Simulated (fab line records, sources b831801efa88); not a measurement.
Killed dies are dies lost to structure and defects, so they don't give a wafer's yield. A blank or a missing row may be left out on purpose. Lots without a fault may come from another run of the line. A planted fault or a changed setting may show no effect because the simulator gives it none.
Which tool did it? | flow sky130 | 24 lots, 72 wafers sampled, at 4 steps of a route of 708

WHAT THE GAUGES READ, wafer by wafer
SKY_METAL2_RS_MEAS_05: measures by four-point-probe. Usual: METAL2_ALCU_RS 0.1269 ohm/sq, standard deviation 0.0018.
lot  | measured     | on            | METAL2_ALCU_RS (ohm/sq) | flag
L074 | day 34 10:22 | film_metro-02 | 0.1287 0.1257 0.1279    |
L075 | day 34 11:55 | film_metro-04 | 0.1279 0.1285 0.1283    |
L076 | day 34 18:08 | film_metro-04 | 0.1311 0.1268 0.1273    |
L077 | day 35 05:09 | film_metro-04 | 0.1256 0.1280 0.1263    |
L078 | day 35 17:25 | film_metro-03 | 0.1265 0.1288 0.1255    |
L079 | day 35 21:01 | film_metro-04 | 0.1280 0.1245 0.1243    |
L080 | day 35 21:28 | film_metro-02 | 0.1241 0.1289 0.1239    |
L081 | day 36 07:34 | film_metro-04 | 0.1303 0.1254 0.1276    |
L082 | day 36 17:55 | film_metro-02 | 0.1270 0.1290 0.1255    |
L083 | day 37 00:03 | film_metro-02 | 0.1306 0.1274 0.1285    |
L084 | day 37 06:43 | film_metro-02 | 0.1246 0.1251 0.1257    |
L085 | day 37 11:15 | film_metro-02 | 0.1260 0.1249 0.1245    |
L086 | day 37 17:52 | film_metro-03 | 0.1257 0.1270 0.1278    |
L087 | day 39 12:16 | film_metro-02 | 0.1234 0.1266 0.1259    |
L088 | day 39 12:30 | film_metro-04 | 0.1250 0.1259 0.1291    |
L089 | day 39 10:15 | film_metro-03 | 0.1267 0.1261 0.1264    |
L090 | day 39 13:14 | film_metro-02 | 0.1260 0.1272 0.1248    |
L091 | day 39 13:32 | film_metro-03 | 0.1293 0.1289 0.1281    |
L092 | day 39 16:00 | film_metro-04 | 0.1274 0.1268 0.1266    |
L093 | day 39 20:15 | film_metro-03 | 0.1262 0.1236 0.1263    |
L094 | day 40 00:30 | film_metro-02 | 0.1294 0.1281 0.1321    |
L095 | day 40 15:53 | film_metro-02 | 0.1261 0.1275 0.1276    |
L096 | day 40 22:28 | film_metro-02 | 0.1266 0.1277 0.1281    |
L097 | day 41 06:56 | film_metro-02 | 0.1257 0.1253 0.1253    |

WHICH TOOL RAN EACH LOT (tool, then ch and the chambers of the sampled wafers, then the start)
lot  | SKY_FIELD_ISO_ETCH_14             | SKY_CONTACT_ETCH_18                           | SKY_METAL2_SPUTTER_02
L074 | rie_diel-02 ch 2,3, day 2 05:04   | rie_diel-04 ch 1,2,3, day 34 10:17 or earlier | pvd_sputter-01, day 34 10:17
L075 | rie_diel-01 ch 0,3, day 2 13:05   | rie_diel-03 ch 0,1, day 34 11:50 or earlier   | pvd_sputter-03, day 34 11:50
L076 | rie_diel-02 ch 0,2,3, day 2 18:10 | rie_diel-02 ch 1,3, day 34 18:02 or earlier   | pvd_sputter-03, day 34 18:02
L077 | rie_diel-01 ch 0,2,3, day 2 23:02 | rie_diel-02 ch 0,1,3, day 35 05:04 or earlier | pvd_sputter-01, day 35 05:04
L078 | rie_diel-01 ch 0,1,2, day 3 06:08 | rie_diel-03 ch 1,2, day 35 17:18 or earlier   | pvd_sputter-03, day 35 17:18
L079 | rie_diel-03 ch 0,2,3, day 3 07:48 | rie_diel-03 ch 0,1,2, day 35 20:55 or earlier | pvd_sputter-03, day 35 20:55
L080 | rie_diel-01 ch 2,3, day 3 11:51   | rie_diel-03 ch 0,2,3, day 35 21:21 or earlier | pvd_sputter-04, day 35 21:21
L081 | rie_diel-02 ch 0,1,3, day 3 17:32 | rie_diel-03 ch 1,2, day 36 07:27 or earlier   | pvd_sputter-04, day 36 07:27
L082 | rie_diel-01 ch 2,3, day 3 23:06   | rie_diel-03 ch 0,1,2, day 36 17:47 or earlier | pvd_sputter-04, day 36 17:47
L083 | rie_diel-02 ch 2,3, day 4 04:49   | rie_diel-02 ch 1,2,3, day 36 23:56 or earlier | pvd_sputter-04, day 36 23:56
L084 | rie_diel-03 ch 0,1, day 4 08:01   | rie_diel-03 ch 0,1,2, day 37 06:34 or earlier | pvd_sputter-01, day 37 06:34
L085 | rie_diel-02 ch 0,1,3, day 4 13:41 | rie_diel-02 ch 1,2, day 37 11:08 or earlier   | pvd_sputter-01, day 37 11:08
L086 | rie_diel-03 ch 0,2,3, day 4 20:01 | rie_diel-03 ch 1,2,3, day 37 17:46 or earlier | pvd_sputter-03, day 37 17:46
L087 | rie_diel-01 ch 0,2,3, day 5 01:29 | rie_diel-02 ch 2,3, day 39 12:11 or earlier   | pvd_sputter-03, day 39 12:11
L088 | rie_diel-03 ch 1,2,3, day 5 06:26 | rie_diel-04 ch 0,2,3, day 39 12:25 or earlier | pvd_sputter-04, day 39 12:25
L089 | rie_diel-01 ch 0,1, day 5 11:04   | rie_diel-02 ch 0,3, day 39 10:08 or earlier   | pvd_sputter-01, day 39 10:08
L090 | rie_diel-01 ch 2,3, day 5 18:37   | rie_diel-03 ch 1,2, day 39 13:08 or earlier   | pvd_sputter-01, day 39 13:08
L091 | rie_diel-02 ch 1,2,3, day 5 21:35 | rie_diel-04 ch 0,1,3, day 39 13:26 or earlier | pvd_sputter-04, day 39 13:26
L092 | rie_diel-03 ch 1,2,3, day 6 03:47 | rie_diel-02 ch 1,2, day 39 15:52 or earlier   | pvd_sputter-01, day 39 15:52
L093 | rie_diel-02 ch 2,3, day 6 08:56   | rie_diel-04 ch 0,1,3, day 39 20:10 or earlier | pvd_sputter-03, day 39 20:10
L094 | rie_diel-02 ch 1,2,3, day 6 13:02 | rie_diel-04 ch 0,3, day 40 00:22 or earlier   | pvd_sputter-04, day 40 00:22
L095 | rie_diel-02 ch 0,3, day 6 20:02   | rie_diel-03 ch 0,3, day 40 15:46 or earlier   | pvd_sputter-01, day 40 15:46
L096 | rie_diel-01 ch 1,2, day 7 01:34   | rie_diel-03 ch 0,3, day 40 22:19 or earlier   | pvd_sputter-04, day 40 22:19
L097 | rie_diel-02 ch 0,1,3, day 7 07:20 | rie_diel-03 ch 1,2,3, day 41 06:50 or earlier | pvd_sputter-01, day 41 06:50
- SKY_FIELD_ISO_ETCH_14: etches BARC in N2/H2, stops on SiO2, time 45.9 s, target depth 60 nm.
- SKY_CONTACT_ETCH_18: etches Si3N4 in CHF3/O2, stops on TiN, time 39 s, target depth 75 nm.
- SKY_METAL2_SPUTTER_02: material AlCu, target thk 250 nm, time 13.3 s.

WHAT THE TOOLS THEMSELVES READ (means of the sampled wafers that have a number; where no wafer has one, the mark that the record gives instead)
SKY_FIELD_ISO_ETCH_14. Usual: drypump_motor_current_A 5.6 A, standard deviation 0.48; oes_product_au 0.855 a.u., standard deviation 0.0048; throttle_valve_pct 13.226 %, standard deviation 0.0091.
lot  | tool        | drypump_motor_current_A (A) | oes_product_au (a.u.) | throttle_valve_pct (%) | flag
L074 | rie_diel-02 | 5.5                         | 0.850                 | 13.226                 |
L075 | rie_diel-01 | 5.3                         | 0.856                 | 13.231                 |
L076 | rie_diel-02 | 5.4                         | 0.858                 | 13.222                 |
L077 | rie_diel-01 | 5.5                         | 0.848                 | 13.213                 |
L078 | rie_diel-01 | 5.6                         | 0.851                 | 13.214                 |
L079 | rie_diel-03 | 5.8                         | 0.855                 | 13.233                 |
L080 | rie_diel-01 | 5.7                         | 0.853                 | 13.221                 |
L081 | rie_diel-02 | 5.7                         | 0.860                 | 13.227                 |
L082 | rie_diel-01 | 5.4                         | 0.859                 | 13.219                 |
L083 | rie_diel-02 | 5.5                         | 0.855                 | 13.227                 |
L084 | rie_diel-03 | 5.4                         | 0.855                 | 13.225                 |
L085 | rie_diel-02 | 5.7                         | 0.857                 | 13.228                 |
L086 | rie_diel-03 | 5.8                         | 0.857                 | 13.231                 |
L087 | rie_diel-01 | 5.5                         | 0.853                 | 13.227                 |
L088 | rie_diel-03 | 6.1                         | 0.854                 | 13.239                 |
L089 | rie_diel-01 | 5.4                         | 0.859                 | 13.228                 |
L090 | rie_diel-01 | 5.8                         | 0.851                 | 13.219                 |
L091 | rie_diel-02 | 5.7                         | 0.861                 | 13.217                 |
L092 | rie_diel-03 | 6.1                         | 0.856                 | 13.235                 |
L093 | rie_diel-02 | 5.8                         | 0.856                 | 13.222                 |
L094 | rie_diel-02 | 5.7                         | 0.855                 | 13.223                 |
L095 | rie_diel-02 | 5.8                         | 0.858                 | 13.235                 |
L096 | rie_diel-01 | 5.9                         | 0.857                 | 13.232                 |
L097 | rie_diel-02 | 5.7                         | 0.854                 | 13.224                 |

SKY_CONTACT_ETCH_18. Usual: drypump_motor_current_A 5.7 A, standard deviation 0.45; oes_product_au 0.855 a.u., standard deviation 0.0088; throttle_valve_pct 8.794 %, standard deviation 0.0089.
lot  | tool        | drypump_motor_current_A (A) | oes_product_au (a.u.) | throttle_valve_pct (%) | flag
L074 | rie_diel-04 | 5.7                         | 0.853                 | 8.796                  |
L075 | rie_diel-03 | 5.4                         | 0.851                 | 8.796                  |
L076 | rie_diel-02 | 6.0                         | 0.856                 | 8.791                  |
L077 | rie_diel-02 | 5.7                         | 0.849                 | 8.795                  |
L078 | rie_diel-03 | 6.1                         | 0.856                 | 8.799                  |
L079 | rie_diel-03 | 5.8                         | 0.870                 | 8.797                  |
L080 | rie_diel-03 | 5.8                         | 0.866                 | 8.794                  |
L081 | rie_diel-03 | 6.1                         | 0.851                 | 8.785                  |
L082 | rie_diel-03 | 5.8                         | 0.852                 | 8.797                  |
L083 | rie_diel-02 | 5.7                         | 0.852                 | 8.800                  |
L084 | rie_diel-03 | 5.8                         | 0.866                 | 8.794                  |
L085 | rie_diel-02 | 5.3                         | 0.861                 | 8.795                  |
L086 | rie_diel-03 | 6.1                         | 0.843                 | 8.787                  |
L087 | rie_diel-02 | 5.5                         | 0.853                 | 8.789                  |
L088 | rie_diel-04 | 5.8                         | 0.849                 | 8.784                  |
L089 | rie_diel-02 | 5.8                         | 0.861                 | 8.800                  |
L090 | rie_diel-03 | 6.1                         | 0.853                 | 8.788                  |
L091 | rie_diel-04 | 5.9                         | 0.851                 | 8.794                  |
L092 | rie_diel-02 | 5.6                         | 0.858                 | 8.788                  |
L093 | rie_diel-04 | 5.9                         | 0.858                 | 8.795                  |
L094 | rie_diel-04 | 6.1                         | 0.851                 | 8.802                  |
L095 | rie_diel-03 | 5.4                         | 0.852                 | 8.792                  |
L096 | rie_diel-03 | 5.8                         | 0.856                 | 8.797                  |
L097 | rie_diel-03 | 6.1                         | 0.851                 | 8.787                  |

SKY_METAL2_SPUTTER_02. Usual: throttle_valve_pct 29.4 %, standard deviation 0.66.
lot  | tool           | throttle_valve_pct (%) | flag
L074 | pvd_sputter-01 | 29.1                   |
L075 | pvd_sputter-03 | 29.0                   |
L076 | pvd_sputter-03 | 29.1                   |
L077 | pvd_sputter-01 | 29.3                   |
L078 | pvd_sputter-03 | 29.3                   |
L079 | pvd_sputter-03 | 29.4                   |
L080 | pvd_sputter-04 | 29.1                   |
L081 | pvd_sputter-04 | 29.2                   |
L082 | pvd_sputter-04 | 29.1                   |
L083 | pvd_sputter-04 | 29.2                   |
L084 | pvd_sputter-01 | 28.8                   |
L085 | pvd_sputter-01 | 29.3                   |
L086 | pvd_sputter-03 | 28.8                   |
L087 | pvd_sputter-03 | 29.1                   |
L088 | pvd_sputter-04 | 29.4                   |
L089 | pvd_sputter-01 | 29.9                   |
L090 | pvd_sputter-01 | 30.5                   |
L091 | pvd_sputter-04 | 29.6                   |
L092 | pvd_sputter-01 | 28.9                   |
L093 | pvd_sputter-03 | 29.1                   |
L094 | pvd_sputter-04 | 29.9                   |
L095 | pvd_sputter-01 | 29.7                   |
L096 | pvd_sputter-04 | 29.6                   |
L097 | pvd_sputter-01 | 29.2                   |

THE ANSWER, worked out from the rows above alone
Rule: a lot is off if the mean of its wafers that have a number lies more than 3 standard deviations from the usual mean. A lot without any number at a reading at which 4 lots or more have one is off too. The other lots that the step has rows for count as sound. The gauges are gone through in route order, then the tools' own readings, and for those a lot's mean is taken as printed above. The first step at which some lot is off is used, and at that step the reading that is off furthest; a lot without a number counts as furthest.
No lot is off at any reading shown: from this, nothing can be told.

WHAT THE SIMULATOR HAD PUT IN
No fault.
